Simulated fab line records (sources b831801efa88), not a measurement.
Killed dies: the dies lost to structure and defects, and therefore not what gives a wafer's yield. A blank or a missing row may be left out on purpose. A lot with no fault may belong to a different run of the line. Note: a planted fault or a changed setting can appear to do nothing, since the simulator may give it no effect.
fab line records | flow sky130
[record] lots = 14 wafers = 42 lastDay = 50
route steps=708 shown METAL1@434 VIA1@482 METAL2@484 VIA2@517
lots that met no fault: from a run of the same line without faults
startH: hours from the record's opening day to when the first of the lot's shown wafers began | waitH: time in hours since the lot's previous step | " the same as in the row above | L1.1+2: several wafers, shown together as one row | - no value, or no start given | * or withheld: withheld | < > ~ a bound
route shown NAME@n: a module of which the file shows steps, and the number in the route of the first | usual: mean and standard deviation over wafers with no fault | same: alike in all rows | chamber/n: place in a boat | sites: readings site by site | _std_site: the values' standard deviation | _edge_site: mean of outer sites minus mean of inner sites | radiusMm: how far each site lies from the wafer's centre | mask NAME#n: copy n | behind: the most recent tool/chamber to have shaped the wafer | hold: why the lot was held/for how many hours/how that ended | device: the transistor (n, p or np) that didn't switch | end of line: at the end of the route, the tests of the same wafers | a step without rows: its recipe alone | killed: the dies lost at the first sort to structure and to defects; this is not the yield of the wafer | map: a wafer's dies, x killed, . not, _ none there
set.NAME: the setting as run; set.NAME@STEP: as run at that earlier step | model.NAME: the simulator's own value behind a step, which no gauge read
route steps across a sampled set of lots; one table per step, one row per wafer
services: the hour from which a tool's chamber was out of use, counted from the record's first day as startH (under 0 if before that day), plus the number of hours and why
[[steps]]
[step SKY_METAL1_SPUTTER_00]
[recipe] material = Ti targetThkNm = 15 powerW = 3000 timeS = 10 chamberPressurePa = 0.4
[usual] throttleValvePct = 30.1/0.69
// columns lot.wafer tool chamber startH waitH throttleValvePct
L294.1 pvdSputter-02 - 733.56 0.1 30.6
L294.2 " - " " 28.7
L294.3 " - " " 29.7
L295.3 pvdSputter-02 - 739.73 0.2 29.6
L295.5 " - " " 30.0
L295.6 " - " " 30.8
L296.1 pvdSputter-04 - 759.00 0.2 30.1
L296.2 " - " " 31.0
L296.6 " - " " 30.1
L297.2 pvdSputter-03 - 762.10 0.2 31.0
L297.4 " - " " 30.4
L297.6 " - " " 30.7
L300.1 pvdSputter-04 - 796.80 0.1 28.9
L300.3 " - " " 29.4
L300.6 " - " " 29.0
L299.2 pvdSputter-02 - 797.70 0.1 30.5
L299.3 " - " " 29.9
L299.5 " - " " 30.2
L305.3 pvdSputter-03 - 822.63 0.2 30.4
L305.4 " - " " 30.8
L305.6 " - " " 30.2
L307.1 pvdSputter-03 - 835.87 0.2 30.8
L307.3 " - " " 30.3
L307.6 " - " " 30.5
L308.3 pvdSputter-02 - 839.34 0.2 29.9
L308.5 " - " " 30.9
L308.6 " - " " 30.3
L312.1 pvdSputter-03 - 874.00 0.1 30.8
L312.3 " - " " 30.2
L312.4 " - " " 30.7
L313.3 pvdSputter-04 - 880.61 0.2 30.1
L313.4 " - " " 28.8
L313.6 " - " " 30.2
L314.3 pvdSputter-04 - 884.32 0.2 28.8
L314.4 " - " " 30.1
L314.6 " - " " 29.1
L315.1 pvdSputter-02 - 887.86 0.2 29.8
L315.5 " - " " 28.8
L315.6 " - " " 30.9
L317.1 pvdSputter-02 - 903.46 0.1 29.8
L317.4 " - " " 30.6
L317.5 " - " " 29.8
[step SKY_VIA1_CMP_24]
[recipe] stopOn = SiO2 tOverpolishS = 15 downForcePsi = 3.5 platenRpm = 60 targetThkNm = 0 padVelocityMS = 0.94248
[usual] motorCurrentA = 11.1/0.9 overpolishRunS = 14.998/0.0089 retainingRingPressureFrac = 0.999/0.0047 slurryFlowMlMin = 150.0/0.46 timeToEndpointS = 64.9/2.8
// columns lot.wafer tool chamber startH waitH motorCurrentA overpolishRunS retainingRingPressureFrac slurryFlowMlMin timeToEndpointS
L294.3 cmp-01 3 790.14 0.0 9.2 14.995 0.994 149.9 63.3
L294.1 " 0 " " 11.7 14.988 1.001 150.2 63.0
L294.2 " 1 " " 10.4 15.004 0.993 150.7 63.7
L295.3 cmp-01 3 796.85 0.4 9.0 14.993 0.995 150.0 60.9
L295.6 " 2 " " 11.2 15.002 1.001 150.9 59.7
L295.5 " 3 " " 9.2 15.008 0.994 150.0 60.2
L296.2 cmp-01 1 815.48 0.3 10.5 15.003 1.002 149.7 66.9
L296.1 " 2 " " 12.2 14.991 0.990 150.4 65.2
L296.6 " 0 " " 11.4 14.994 1.003 149.2 65.2
L297.4 cmp-01 2 819.10 0.6 11.6 14.993 1.012 149.4 67.2
L297.2 " 3 " " 9.1 15.004 0.992 150.5 70.2
L297.6 " 0 " " 11.5 15.018 1.010 149.7 68.1
L300.1 cmp-02 3 853.01 0.3 10.3 15.006 1.003 149.6 69.0
L300.3 " 0 " " 11.9 14.993 0.993 150.2 71.1
L300.6 " 2 " " 11.4 15.001 1.002 149.9 69.3
L299.3 cmp-02 1 854.44 0.3 11.5 14.993 0.998 150.5 64.4
L299.2 " 2 " " 11.2 15.001 1.000 150.1 65.9
L299.5 " 0 " " 12.1 14.983 0.998 150.5 66.5
L305.3 cmp-02 2 878.04 0.0 11.4 15.018 0.991 150.9 65.1
L305.4 " 3 " " 10.9 14.995 1.000 150.5 63.5
L305.6 " 3 " " 11.5 15.005 0.994 150.4 63.9
L307.1 cmp-01 0 889.86 0.1 12.3 15.011 1.007 150.8 64.3
L307.3 " 1 " " 10.5 14.997 0.994 150.4 62.7
L307.6 " 0 " " 11.4 15.016 0.997 150.9 64.1
L308.3 cmp-02 2 893.92 0.1 11.9 14.995 1.005 150.2 62.3
L308.5 " 1 " " 11.2 15.005 1.000 149.1 65.1
L308.6 " 2 " " 11.4 15.001 1.003 150.1 65.2
L312.4 cmp-02 2 927.64 0.0 11.8 15.014 0.994 149.7 65.1
L312.3 " 3 " " 10.7 14.996 0.996 150.6 64.2
L312.1 " 1 " " 12.0 14.989 0.998 149.9 61.6
L313.4 cmp-01 0 932.70 0.1 11.2 14.993 0.998 149.8 63.6
L313.3 " 2 " " 12.2 14.998 1.005 149.5 63.3
L313.6 " 0 " " 11.7 15.005 0.992 149.7 63.3
L314.4 cmp-02 2 935.65 0.1 11.7 14.998 0.999 149.6 63.8
L314.3 " 3 " " 10.4 14.984 0.995 150.2 61.6
L314.6 " 2 " " 12.2 14.993 1.004 150.0 61.7
L315.1 cmp-01 2 940.16 0.1 11.4 14.995 1.001 150.3 65.2
L315.6 " 2 " " 11.4 14.991 0.993 150.2 63.9
L315.5 " 3 " " 9.4 15.014 1.002 150.5 62.6
L317.4 cmp-02 2 955.69 0.1 11.4 15.010 1.004 149.5 68.3
L317.1 " 0 " " 11.6 14.998 0.996 150.0 67.2
L317.5 " 1 " " 11.2 15.004 1.002 149.3 65.3
[step SKY_METAL2_SPUTTER_01]
[recipe] material = TiN targetThkNm = 20 powerW = 6500 timeS = 16.7 chamberPressurePa = 0.4
[usual] throttleValvePct = 30.0/0.78
// columns lot.wafer tool chamber startH waitH throttleValvePct
L294.1 pvdSputter-02 - 790.46 0.0 28.5
L294.2 " - " " 29.9
L294.3 " - " " 30.8
L295.3 pvdSputter-01 - 797.12 0.0 29.7
L295.5 " - " " 29.0
L295.6 " - " " 31.3
L296.1 pvdSputter-01 - 815.70 0.0 30.6
L296.2 " - " " 31.1
L296.6 " - " " 30.3
L297.2 pvdSputter-02 - 819.32 0.0 30.7
L297.4 " - " " 30.3
L297.6 " - " " 30.7
L300.1 pvdSputter-04 - 853.29 0.0 29.7
L300.3 " - " " 30.0
L300.6 " - " " 30.1
L299.2 pvdSputter-02 - 854.72 0.0 30.8
L299.3 " - " " 29.7
L299.5 " - " " 30.3
L305.3 pvdSputter-02 - 878.36 0.0 28.6
L305.4 " - " " 28.7
L305.6 " - " " 29.8
L307.1 pvdSputter-01 - 890.18 0.0 29.1
L307.3 " - " " 30.7
L307.6 " - " " 30.5
L308.3 pvdSputter-02 - 894.19 0.0 28.6
L308.5 " - " " 28.9
L308.6 " - " " 29.9
L312.1 pvdSputter-02 - 927.96 0.0 30.3
L312.3 " - " " 30.9
L312.4 " - " " 30.0
L313.3 pvdSputter-01 - 932.97 0.0 30.4
L313.4 " - " " 29.8
L313.6 " - " " 30.6
L314.3 pvdSputter-01 - 935.93 0.0 31.0
L314.4 " - " " 29.7
L314.6 " - " " 29.0
L315.1 pvdSputter-02 - 940.49 0.0 30.1
L315.5 " - " " 29.9
L315.6 " - " " 30.3
L317.1 pvdSputter-02 - 955.96 0.0 30.0
L317.4 " - " " 30.0
L317.5 " - " " 30.1
[step SKY_VIA2_PEB_10]
[recipe] pebTempC = withheld pebTimeS = withheld resist = KrF-thick
[usual] chillPlateTempC = * exhaustPa = 45.3/0.86
// columns lot.wafer tool chamber startH waitH chillPlateTempC exhaustPa
L294.1 lithoTrack-01 0 845 - * 44.9
L294.2 " 0 " " * 44.8
L294.3 " 0 " " * 45.3
L295.3 lithoTrack-04 0 851 - * 44.2
L295.5 " 0 " " * 45.9
L295.6 " 0 " " * 44.2
L296.1 lithoTrack-02 0 870 - * 45.7
L296.2 " 0 " " * 45.0
L296.6 " 0 " " * 44.8
L297.2 lithoTrack-01 0 872 - * 44.8
L297.4 " 0 " " * 44.8
L297.6 " 0 " " * 45.1
L300.1 lithoTrack-02 0 905 - * 45.4
L300.3 " 0 " " * 45.5
L300.6 " 0 " " * 45.6
L299.2 lithoTrack-04 0 906 - * 45.1
L299.3 " 0 " " * 44.9
L299.5 " 0 907 - * 45.9
L305.3 lithoTrack-01 0 929 - * 46.4
L305.4 " 0 " " * 44.8
L305.6 " 0 930 - * 44.7
L307.1 lithoTrack-04 - 940 - - -
L307.3 " - " " - -
L307.6 " - 941 - - -
L308.3 lithoTrack-04 - 944 - - -
L308.5 " - " " - -
L308.6 " - " " - -
L312.1 lithoTrack-02 0 977 - * 46.2
L312.3 " 0 " " * 44.8
L312.4 " 0 " " * 45.4
L313.3 lithoTrack-04 0 982 - * 46.1
L313.4 " 0 " " * 45.6
L313.6 " 0 " " * 44.5
L314.3 lithoTrack-04 0 985 - * 44.2
L314.4 " 0 " " * 44.9
L314.6 " 0 " " * 44.2
L315.1 lithoTrack-04 0 988 - * 44.3
L315.5 " 0 " " * 44.4
L315.6 " 0 " " * 44.7
L317.1 lithoTrack-02 0 1003 - * 45.1
L317.4 " 0 " " * 44.7
L317.5 " 0 1004 - * 45.5
[[services]]
// columns tool chamber startH hours kind
cmp-01 - 716.52 6.9 pm
pvdSputter-04 - 732.53 12.1 repair
pvdSputter-03 - 736.49 4.8 repair
cmp-02 - 743.57 1.6 repair
cmp-01 - 745.76 4.0 pm
cmp-01 - 745.77 0.9 repair
cmp-01 - 759.12 1.3 repair
cmp-02 - 786.64 30.2 repair
cmp-02 - 804.44 1.9 repair
pvdSputter-04 - 808.60 3.7 repair
pvdSputter-02 - 814.32 2.1 repair
cmp-02 - 815.79 3.2 repair
pvdSputter-01 - 818.68 1.0 repair
cmp-01 - 849.92 7.5 pm
pvdSputter-02 - 870.27 2.4 repair
pvdSputter-04 - 872.23 7.8 repair
pvdSputter-04 - 879.08 1.4 repair
cmp-02 - 887.99 2.6 repair
cmp-02 - 912.00 4.0 pm
cmp-02 - 916.32 6.9 pm
pvdSputter-04 - 933.97 2.4 repair
pvdSputter-03 - 943.03 1.7 repair
pvdSputter-02 - 982.11 11.9 repair
cmp-02 - 994.74 6.1 pm
[[key]]
[firstSign] step = SKY_VIA2_PEB_10 reading = toolRecord direction = missing
effect none on later readings
metAt SKY_VIA2_PEB_10
struckLots L307,L308
laterRowsLeftOut L307.1,L307.3,L307.6,L308.3,L308.5,L308.6
sortLeftOut L307.1,L307.3,L307.6,L308.3,L308.5,L308.6
notActingAt SKY_METAL1_SPUTTER_00,SKY_VIA1_CMP_24,SKY_METAL2_SPUTTER_01
onsetBetween 906 940
[fault] kind = skippedStepWhole tool = lithoTrack-04 chamber = - onsetH = 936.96 steps = SKY_VIA2_PEB_10 scope = struckLotsOnly
// sortLeftOut: the simulated sort isn't trusted on such a fault, so these wafers' sort isn't shown, and their yield isn't known
// laterRowsLeftOut: the simulator's readings of these wafers behind a module that went badly wrong aren't trusted and aren't shown, but for the sort
